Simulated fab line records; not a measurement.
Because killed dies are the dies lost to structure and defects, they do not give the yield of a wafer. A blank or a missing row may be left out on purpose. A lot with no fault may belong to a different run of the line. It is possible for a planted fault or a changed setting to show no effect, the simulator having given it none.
Comparing a struck lot with a sound one -- flow sfq line -- 15 out of 325 route steps
Sound: these wafers, L133.2, L133.3, L133.5. Struck: wafer L139.1 (left out: L139.6, a lot-mate that was not struck); the cause follows at the end.
At each step with rows: each side's tool, then ch and its chambers, then its first start. Under that, the readings that differ: sound wafers -- struck wafers -- difference of the means -- sigmas: that difference in standard deviations of wafers without a fault.
alike: words and numbers the same on both sides, and readings whose means are apart by under 2 such deviations; not compared: readings that were withheld, readings missing a value for some wafer, numbers with overlapping values and no deviation given by the record, and bounds like >300 which may hide the same value.
The two part at a step that has a row with sigmas, a row that says differs or no value, or rows on one side only. When numbers do not overlap yet have no deviation, they are printed without sigmas and do not part them. A reading that every wafer of one side lacks parts them only if that side has two wafers or more.

SFQ_TRILAYER_R5_DEP_SPUTTER_132: material Ti, target thk 5 nm, time 5 s.
  struck on pvd sputter-03, day 61 21:16; sound on pvd sputter-06, day 54 11:34
  alike: base pressure pa, chamber pressure pa, throttle valve pct
SFQ_TRILAYER_R5_DEP_SPUTTER_133: material MoNx, target thk 40 nm, time 66.7 s.
  struck on pvd sputter-03, day 61 21:16; sound on pvd sputter-06, day 54 11:35
  alike: base pressure pa, chamber pressure pa, throttle valve pct
SFQ_TRILAYER_R5_DEP_SPUTTER_134: material Ti, target thk 5 nm, time 5 s.
  struck on pvd sputter-03, day 61 21:20; sound on pvd sputter-06, day 54 11:38
  alike: base pressure pa, chamber pressure pa, throttle valve pct
SFQ_R5_RS_MEAS_933: a four-point-probe measurement.
  struck on film metro-03, day 61 21:21; sound on film metro-02, day 54 11:41
  alike: R5_MONX_RS
SFQ_R5_THK_MEAS_934: measures by xrf.
  struck on film metro-03, day 61 21:28; sound on film metro-02, day 54 11:47
  alike: R5_MONX_THK
then, 6 steps without rows for these wafers: SFQ_TRILAYER_R5_LITHO_COAT_141 (resist thk 62 nm); SFQ_TRILAYER_R5_LITHO_COAT_136 (resist thk 600 nm); SFQ_TRILAYER_R5_LITHO_SOFTBAKE_140; SFQ_TRILAYER_R5_LITHO_EXPOSE_137 (exposes mask R5, target cd 500 nm); SFQ_TRILAYER_R5_LITHO_PEB_139 (peb time 60 s); SFQ_TRILAYER_R5_LITHO_DEVELOP_138 (time 60 s).
SFQ_R5_OVL_MEAS_935:
  struck on overlay-02, day 61 23:54; sound on overlay-01, day 59 05:11
  alike: R5_OVL
SFQ_TRILAYER_R5_BARC_OPEN_METAL_ETCH_177: etches BARC in O2, target depth 125 nm, time 41.7 s.
  sound on rie metal-03 ch 0,1, day 59 05:13; struck on rie metal-03 ch 0, day 61 23:56
reading,sound,struck,difference,sigmas
oes product au (a.u.),0.682 0.692 0.685,0.645,-0.041,-9
run length s (s),69.5 70.0 70.0,76.3,+6.5,+20
model.KrF_of_TRILAYER_R5_LITHO_COAT_136.thk nm (nm),524.6 523.2 524.9,512.5,-11.7,
  alike: drypump motor current A
  not compared: rf hours counter h
SFQ_TRILAYER_R5_ETCH_METAL_ETCH_139: etches the open film in Cl2, stops on SiO2, target depth 60 nm, time 40 s.
  sound on rie metal-03 ch 0,1, day 59 05:16; struck on rie metal-03 ch 0, day 62 00:00
reading,sound,struck,difference,sigmas
oes product au (a.u.),0.999 0.994 0.994,0.983,-0.013,-2
model.KrF_of_TRILAYER_R5_LITHO_COAT_136.thk nm (nm),500.5 498.7 500.7,488.3,-11.7,
  alike: drypump motor current A, run length s
  not compared: rf hours counter h
SFQ_TRILAYER_R5_STRIP_STRIP_140: strips in O2.
  sound on rie metal-03 ch 0,1, day 59 05:20; struck on rie metal-03 ch 0, day 62 00:04
reading,sound,struck,difference,sigmas
oes product au (a.u.),1.005 1.011 1.018,0.993,-0.018,-2
  alike: drypump motor current A
  not compared: rf hours counter h

## WHERE THEY PART
Last at SFQ_TRILAYER_R5_STRIP_STRIP_140 as far as this record goes, first at SFQ_TRILAYER_R5_BARC_OPEN_METAL_ETCH_177.

WHY: what had been put in by the simulator
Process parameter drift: rie metal-03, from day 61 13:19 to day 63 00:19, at SFQ_TRILAYER_R5_BARC_OPEN_METAL_ETCH_177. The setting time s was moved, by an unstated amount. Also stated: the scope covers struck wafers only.
